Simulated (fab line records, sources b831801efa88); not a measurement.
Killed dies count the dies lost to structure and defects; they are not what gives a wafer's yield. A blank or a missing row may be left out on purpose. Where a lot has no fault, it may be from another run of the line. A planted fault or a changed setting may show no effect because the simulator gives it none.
Problem report, 8D (eight disciplines) form, completed by code / flow sky130 / the parts of the form that need people (team, actions taken, sign-off) are left out

== 1. THE PROBLEM ==
Mean METAL1_ALCU_RS at SKY_METAL1_RS_MEAS_05: 0.1664 ohm/sq over 3 wafers in 2 lots; fault-free wafers: 0.1270 ohm/sq, standard deviation 0.0016. Relative to the usual mean, that is a shift of +25 standard deviations.
The step: measures by four-point-probe.
Seen first at day 34 03:22 on film_metro-02, wafer L647.2. Wafers with a number at this step in the record: 30, from 10 lots. By rule, "out" or "out of limits" means more than 4 standard deviations away from the usual mean. Any other wafer with a number is counted as sound.

== 2. WHAT IT IS, WHAT IT ISN'T ==
question=which readings at this step | is=METAL1_ALCU_RS | is not=-
question=which lots | is=L647, L648 | is not=L643, L646, L656, L657, L658, L659, L663, L665
question=which wafers of those lots | is=L647.2, L647.6, L648.2 | is not=L647.4, L648.1, L648.3
question=read on which gauges | is=film_metro-02 | is not=film_metro-01, film_metro-03
question=when | is=from day 34 03:22 | is not=up to then (7 sound wafers); but 20 sound wafers of L648, L656, L657, L658, L659, L663, L665 came after

== 3. THE SUSPECTS, EACH WITH WHAT RULES IT OUT ==
Counting: a tool at a process step up to the reading stays a suspect if it ran every lot that is out. Sound lots after the first of them don't rule it out here, since some wafers of a struck lot are sound.
- the gauge at SKY_METAL1_RS_MEAS_05 is ruled out. All the wafers that are out were read on film_metro-02, but those of them that SKY_METAL1_METAL_ETCH_19 has rows for are out there too, on other tools.
- pvd_sputter-01 at SKY_METAL1_SPUTTER_02 (material AlCu, target thk 250 nm, time 13.3 s): kept. Every lot that is out went through it, the first being L647 (day 34 03:15); the last sound lot it ran before that was L646 (day 34 02:54).
- pvd_sputter-01 at SKY_METAL1_SPUTTER_03 (material Ti, target thk 5 nm, time 3.3 s): kept. Every lot that is out went through it, the first being L647 (day 34 03:16); the last sound lot it ran before that was L646 (day 34 02:55).
After counting, pvd_sputter-01 at SKY_METAL1_SPUTTER_02 and pvd_sputter-01 at SKY_METAL1_SPUTTER_03 remain.

== 4. THE CAUSE (what the simulator had put in) ==
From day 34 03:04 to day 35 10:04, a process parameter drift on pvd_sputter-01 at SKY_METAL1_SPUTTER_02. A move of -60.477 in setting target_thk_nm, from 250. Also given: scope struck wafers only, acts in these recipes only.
After counting, 2 suspects remain, this tool included.

== 5. THE EFFECT CHAIN, in route order ==
Each row: a reading where the mean over the struck wafers with a number is more than 3 standard deviations away from the usual. Only readings for which the record gives a usual standard deviation are gone through. hours: the time from each lot's start at the first step in this table that gives one to its start at this step, as a median over the lots. sigmas: the change in usual standard deviations.
hours=0; step=SKY_METAL1_RS_MEAS_05; reading=METAL1_ALCU_RS; usual=0.1270 ohm/sq; on struck wafers=0.1664; change=+0.0394; sigmas=+25
hours=2; step=SKY_METAL1_THK_MEAS_06; reading=METAL1_ALCU_THK; usual=245.9 nm; on struck wafers=189.5; change=-56.4; sigmas=-19
hours=27; step=SKY_METAL1_METAL_ETCH_19; reading=oes_product_au; usual=0.853 a.u.; on struck wafers=0.804; change=-0.049; sigmas=-7.8
Process steps it contains:
- SKY_METAL1_METAL_ETCH_19: etches the open film in Cl2/BCl3, stops on SiO2, target depth 360 nm, time 78 s.
Later steps that measure or inspect, where all struck wafers having a row at the step show a number for every such reading and not one has moved that far: SKY_METAL1_OVL_MEAS_16.

== 6. WHAT WOULD HAVE CAUGHT IT SOONER ==
Counted from the fault's start at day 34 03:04, it took 0 hours until the first out-of-limits reading at a measuring or inspecting step in this record, taken at day 34 03:22.
Tool readings at SKY_METAL1_SPUTTER_02 with a usual standard deviation given in the record: none out on any struck wafer, hence no alarm at a limit of 4 standard deviations on them.
L648, from the lots that are out (2), started SKY_METAL1_SPUTTER_02 on pvd_sputter-01 later than day 34 03:22. It would have been spared by a hold on the tool at that moment.
